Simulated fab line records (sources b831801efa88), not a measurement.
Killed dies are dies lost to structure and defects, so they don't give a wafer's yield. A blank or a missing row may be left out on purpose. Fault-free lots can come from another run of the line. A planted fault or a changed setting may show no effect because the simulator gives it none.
The tool behind it: which one? -- flow gf180mcu -- 11 lots with 33 wafers sampled at 5 steps, on a route of 602 steps

WHAT THE GAUGES READ, wafer by wafer
GF_VT_IMPLANT_OVL_MEAS_07.
lot,measured,on,VT_IMPLANT_OVL (nm)
L855,day 5 13:44,overlay-02,-1.3 -2.7 -1.7
L856,day 5 20:12,overlay-01,-0.3 -1.4 -1.2
L859,day 6 14:58,overlay-02,-0.7 0.7 0.1
L860,day 6 19:22,overlay-02,-0.7 -1.6 -1.2
L862,day 7 10:33,overlay-02,- - -
L870,day 9 11:25,overlay-02,-1.8 -2.0 -2.1
L873,day 10 05:16,overlay-01,1.0 0.5 1.8
L874,day 10 11:19,overlay-02,-2.3 -2.2 -2.0
L875,day 10 17:37,overlay-01,0.6 1.8 0.0
L876,day 10 22:16,overlay-01,0.3 1.5 1.7
L878,day 11 10:59,overlay-01,1.4 0.9 0.4

EACH LOT AND THE TOOL THAT RAN IT (in order: tool; ch and the chambers of the sampled wafers; start)
lot,GF_STI_ETCH_13,GF_STI_ETCH_14,GF_DNWELL_STRIP_08,GF_VT_IMPLANT_EXPOSE_04
L855,"rie_diel-01 ch 1,2, day 2 01:17","rie_si-02 ch 0,3, day 2 01:22","plasma_asher-03 ch 0,1, day 2 18:40","iline_stepper-01 ch 0, day 5 06:57"
L856,"rie_diel-04 ch 2,3, day 2 06:06","rie_si-01 ch 2,3, day 2 06:11","plasma_asher-02 ch 0,1, day 2 23:16","iline_stepper-01 ch 0, day 5 12:17"
L859,"rie_diel-01 ch 1,2,3, day 2 22:12","rie_si-01 ch 2,3, day 2 22:17","plasma_asher-03 ch 0,1, day 3 16:26","iline_stepper-01 ch 0, day 6 08:13"
L860,"rie_diel-03 ch 2,3, day 3 02:35","rie_si-02 ch 0,1,2, day 3 02:40","plasma_asher-03 ch 0,1, day 3 21:07","iline_stepper-01 ch 0, day 6 12:23"
L862,"rie_diel-03 ch 0,2,3, day 3 13:53","rie_si-01 ch 0,1,3, day 3 13:58","plasma_asher-02 ch 0,1, day 4 07:20","iline_stepper-01 ch 0, day 7 03:05"
L870,"rie_diel-03 ch 0,1,3, day 5 07:29","rie_si-02 ch 1,2,3, day 5 07:34","plasma_asher-01 ch 0,1, day 6 03:05","iline_stepper-01 ch 0, day 9 04:17"
L873,"rie_diel-01 ch 0,2, day 5 23:18","rie_si-02 ch 1,2, day 5 23:23","plasma_asher-02 ch 0,1, day 6 19:05","iline_stepper-02 ch 0, day 9 20:50"
L874,"rie_diel-04 ch 1,3, day 6 03:47","rie_si-02 ch 0,1, day 6 03:52","plasma_asher-02 ch 0,1, day 6 23:29","iline_stepper-01 ch 0, day 10 03:02"
L875,"rie_diel-04 ch 2,3, day 6 09:33","rie_si-02 ch 0,2, day 6 09:38","plasma_asher-01 ch 1, day 7 06:26","iline_stepper-02 ch 0, day 10 09:57"
L876,"rie_diel-01 ch 1,2, day 6 13:14","rie_si-02 ch 1,3, day 6 13:19","plasma_asher-03 ch 0,1, day 7 10:05","iline_stepper-01 ch 0, day 10 13:03"
L878,"rie_diel-04 ch 0,1,3, day 6 23:47","rie_si-01 ch 0,1,2, day 6 23:51","plasma_asher-01 ch 0,1, day 7 20:20","iline_stepper-02 ch 0, day 11 01:51"
- GF_STI_ETCH_13: etches the open film in CHF3/O2, stops on Si, target depth 282.31 nm, time 112.9 s.
- GF_STI_ETCH_14: etches Si in HBr/Cl2/O2, target depth 360 nm, time 102.9 s.
- GF_DNWELL_STRIP_08: strips in O2/N2.
- GF_VT_IMPLANT_EXPOSE_04: exposes mask LVPWELL LV AREA, target cd 600 nm.

THE ANSWER, worked out from the rows above alone
Rule: the usual values come from the lots themselves. The widest of any qualifying gaps counts: lots, ordered by their means at a reading, are off when they make up no more than a third of the lots, leave a main group of 4 or more, and stand apart from it by 3 or more times the standard deviation of that group's means. Not used: any main group whose means are identical at the precision the tables above print for the reading. A lot without any number at a reading at which 4 lots or more have one is off too. Where the step has rows for the other lots, those lots are counted as sound.
Off: L862, seen at GF_VT_IMPLANT_OVL_MEAS_07 (VT_IMPLANT_OVL). Without a number there: L862. For the main group the mean is -0.4 nm and the standard deviation 1.3.
A tool fits if, at a process step before that reading, it ran every lot that is off, and no sound lot after the first of them. The gauges at GF_VT_IMPLANT_OVL_MEAS_07 are tried like those tools. None of those tried fits.

WHAT HAD BEEN PUT IN BY THE SIMULATOR
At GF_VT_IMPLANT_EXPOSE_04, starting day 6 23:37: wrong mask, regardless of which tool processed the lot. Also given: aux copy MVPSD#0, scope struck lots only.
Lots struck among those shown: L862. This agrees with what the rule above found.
